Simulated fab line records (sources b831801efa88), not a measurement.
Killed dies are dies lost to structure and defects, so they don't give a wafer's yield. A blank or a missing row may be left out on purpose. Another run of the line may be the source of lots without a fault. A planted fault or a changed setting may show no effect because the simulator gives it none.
Which of the tools did it? / flow sfq line / 6 lots, 18 wafers sampled, at 4 steps of a route of 325

WHAT THE GAUGES SHOWED, per wafer
SFQ_M2_OVL_MEAS_916.
lot=L356; measured=day 23 06:30; on=overlay-02; M2_OVL (nm)=-5 -9 -6
lot=L361; measured=day 31 03:20; on=overlay-02; M2_OVL (nm)=6 5 1
lot=L365; measured=day 33 03:19; on=overlay-02; M2_OVL (nm)=-4 -3 -1
lot=L368; measured=day 33 17:44; on=overlay-01; M2_OVL (nm)=8 3 -2
lot=L374; measured=day 36 03:25; on=overlay-02; M2_OVL (nm)=-1 -2 -1
lot=L377; measured=day 37 14:07; on=overlay-01; M2_OVL (nm)=-1 -4 -2

EACH LOT AND THE TOOL THAT RAN IT (in order: tool; ch and the chambers of the sampled wafers; start)
lot=L356; SFQ_TRILAYER_M0_BARC_OPEN_METAL_ETCH_031=rie metal-03 ch 1, day 11 06:32; SFQ_TRILAYER_M1_DEP_SPUTTER_037=pvd sputter-06, day 16 01:40; SFQ_TRILAYER_I1_VIA_BARC_OPEN_VIA_ETCH_071=rie diel-01 ch 1,2,3, day 22 17:55
lot=L361; SFQ_TRILAYER_M0_BARC_OPEN_METAL_ETCH_031=rie metal-02 ch 0,1, day 12 22:10; SFQ_TRILAYER_M1_DEP_SPUTTER_037=pvd sputter-06, day 18 23:31; SFQ_TRILAYER_I1_VIA_BARC_OPEN_VIA_ETCH_071=rie diel-03 ch 1,2, day 25 03:31
lot=L365; SFQ_TRILAYER_M0_BARC_OPEN_METAL_ETCH_031=rie metal-02 ch 0,1, day 13 19:52; SFQ_TRILAYER_M1_DEP_SPUTTER_037=pvd sputter-05, day 20 03:13; SFQ_TRILAYER_I1_VIA_BARC_OPEN_VIA_ETCH_071=rie diel-03 ch 1,2, day 26 14:31
lot=L368; SFQ_TRILAYER_M0_BARC_OPEN_METAL_ETCH_031=rie metal-04 ch 0,1, day 15 02:59; SFQ_TRILAYER_M1_DEP_SPUTTER_037=pvd sputter-05, day 21 12:45; SFQ_TRILAYER_I1_VIA_BARC_OPEN_VIA_ETCH_071=rie diel-01 ch 0,1,3, day 27 09:37
lot=L374; SFQ_TRILAYER_M0_BARC_OPEN_METAL_ETCH_031=rie metal-03 ch 1, day 17 02:26; SFQ_TRILAYER_M1_DEP_SPUTTER_037=pvd sputter-06, day 23 09:27; SFQ_TRILAYER_I1_VIA_BARC_OPEN_VIA_ETCH_071=rie diel-04 ch 1,2,3, day 35 21:25
lot=L377; SFQ_TRILAYER_M0_BARC_OPEN_METAL_ETCH_031=rie metal-03 ch 0,1, day 18 16:32; SFQ_TRILAYER_M1_DEP_SPUTTER_037=pvd sputter-05, day 24 20:40; SFQ_TRILAYER_I1_VIA_BARC_OPEN_VIA_ETCH_071=rie diel-04 ch 1,2, day 37 10:37
- SFQ_TRILAYER_M0_BARC_OPEN_METAL_ETCH_031: etches BARC in O2, target depth 125 nm, time 41.7 s.
- SFQ_TRILAYER_M1_DEP_SPUTTER_037: material Nb, target thk 200 nm, time 133.3 s.
- SFQ_TRILAYER_I1_VIA_BARC_OPEN_VIA_ETCH_071: etches BARC in O2, target depth 125 nm, time 41.7 s.

THE ANSWER, worked out from the rows above alone
Rule: the lots themselves supply what counts as usual. Put in order of their means at a reading, lots are off if they are a third of the lots or fewer, leave a main group of 4 or more, and stand apart from it by a gap of 3 or more times the standard deviation of the main group's means; of several such gaps the widest counts. Not used: any main group whose means are identical at the precision the tables above print for the reading. Also off: a lot with no number at a reading for which 4 or more lots have one. Any other lot the step has rows for is counted as sound.
Nothing can be told from this: no lot is off at any reading shown.

WHAT HAD BEEN PUT IN BY THE SIMULATOR
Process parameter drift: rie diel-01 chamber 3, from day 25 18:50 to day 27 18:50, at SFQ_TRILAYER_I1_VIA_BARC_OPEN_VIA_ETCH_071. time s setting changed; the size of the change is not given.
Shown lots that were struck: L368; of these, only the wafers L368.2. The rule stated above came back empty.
